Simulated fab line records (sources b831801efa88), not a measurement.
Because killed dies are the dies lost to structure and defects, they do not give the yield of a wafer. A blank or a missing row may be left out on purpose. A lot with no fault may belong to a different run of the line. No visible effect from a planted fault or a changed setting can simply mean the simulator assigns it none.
2 desks looking at one fault || flow gf180mcu || only its own numbers are on each desk; what lay behind them is given at the end

FROM THE METROLOGY DESK
Means of the sampled wafers that have a number, per lot and without regard to the tool the lot ran on: this is what the gauges read. The brackets show how far a lot's mean lies from the usual mean; more than 4 standard deviations puts the lot out of limits, marked OUT.
Columns: A = LVPWELL_OVL at GF_LVPWELL_OVL_MEAS_07, usual -0.7 nm; B = HV_LDD_TW at GF_HV_LDD_TW_MEAS_11, usual 2404; C = V3_CVD_00_THK at GF_V3_THK_MEAS_01, usual 599 nm; D = V5_W_RS at GF_V5_RS_MEAS_24, usual 0.3285 ohm/sq; E = V5_W_THK at GF_V5_THK_MEAS_25, usual 337.5 nm
{"lot": "L941", "first seen here": "day 3 21:43", "A": -3.7, "B": 2416, "C": 596, "D": 0.3263, "E": 338.1}
{"lot": "L942", "first seen here": "day 4 03:21", "A": -1.1, "B": 2397, "C": 599, "D": 0.3281, "E": 338.0}
{"lot": "L945", "first seen here": "day 4 21:16", "A": -2.2, "B": 2404, "C": 599, "D": 0.3357, "E": 334.2}
{"lot": "L946", "first seen here": "day 5 02:04", "A": -0.1, "B": 2392, "C": 605, "D": 0.3284, "E": 335.4}
{"lot": "L947", "first seen here": "day 5 05:40", "A": -0.5, "B": 2393, "C": 600, "D": 0.3300, "E": 334.6}
{"lot": "L948", "first seen here": "day 5 10:49", "A": -1.8, "B": 2416, "C": 595, "D": 0.3296, "E": 335.7}
{"lot": "L949", "first seen here": "day 5 16:16", "A": -2.4, "B": 2428, "C": 598, "D": 0.3309, "E": 337.2}
{"lot": "L950", "first seen here": "day 5 22:31", "A": 0.2, "B": 2426, "C": 603, "D": 0.3263, "E": 337.6}
{"lot": "L951", "first seen here": "day 6 03:55", "A": 0.1, "B": 2416, "C": 597, "D": 0.3261, "E": 338.4}
{"lot": "L952", "first seen here": "day 6 13:04", "A": -2.4, "B": 2387, "C": 593, "D": "0.2223 (-38) OUT", "E": "492.4 (+57) OUT"}
{"lot": "L953", "first seen here": "day 6 15:40", "A": -0.8, "B": 2393, "C": 606, "D": "0.2747 (-19) OUT", "E": "409.1 (+27) OUT"}
{"lot": "L954", "first seen here": "day 6 19:55", "A": -0.6, "B": 2374, "C": 604, "D": "0.2756 (-19) OUT", "E": "411.2 (+27) OUT"}
This desk reports L952, L953, L954 out of limits; the earliest was L952 at day 30 22:25 (V5_W_RS at GF_V5_RS_MEAS_24). L941, L942, L945, L946, L947, L948, L949, L950, L951 stayed within limits.

AT THE TOOL OWNER'S DESK: cvd-w-01
The tool's own readings at GF_V5_CVD_23 (deposits W, target thk 350 nm, time 104.9 s): means of the sampled wafers that have a number, for each lot that ran on this tool. The brackets show how far a lot's mean lies from the usual mean; more than 4 standard deviations puts the lot out of limits, marked OUT.
Columns: A = heater-power-w at GF_V5_CVD_23, usual 875 W
{"lot": "L941", "first seen here": "day 27 06:17", "A": 855}
{"lot": "L942", "first seen here": "day 27 13:20", "A": 874}
{"lot": "L947", "first seen here": "day 29 01:59", "A": 823}
{"lot": "L948", "first seen here": "day 29 09:13", "A": 832}
{"lot": "L950", "first seen here": "day 30 01:23", "A": 843}
{"lot": "L951", "first seen here": "day 30 04:28", "A": 854}
{"lot": "L952", "first seen here": "day 30 22:17", "A": 830}
{"lot": "L953", "first seen here": "day 31 00:59", "A": 842}
{"lot": "L954", "first seen here": "day 31 01:07", "A": 845}
Finding of this desk: none of the 9 lots has anything out of limits.

TAKEN TOGETHER
An alarm was possible from the metrology desk at day 30 22:25, on L952, L953, L954.
Nothing out of limits was seen by the tool owner's desk.
The tool owner's desk has L952, L953, L954 on record, within its limits.
Every lot named ran GF_V5_CVD_23 on cvd-w-01.

WHAT THE SIMULATOR PUT IN
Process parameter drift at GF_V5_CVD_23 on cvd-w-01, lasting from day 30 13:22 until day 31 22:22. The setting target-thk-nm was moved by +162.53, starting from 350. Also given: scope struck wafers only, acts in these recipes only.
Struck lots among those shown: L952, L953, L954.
Per desk, hours elapsed from the start of the fault to the first reading out of limits: for the metrology desk, 9.
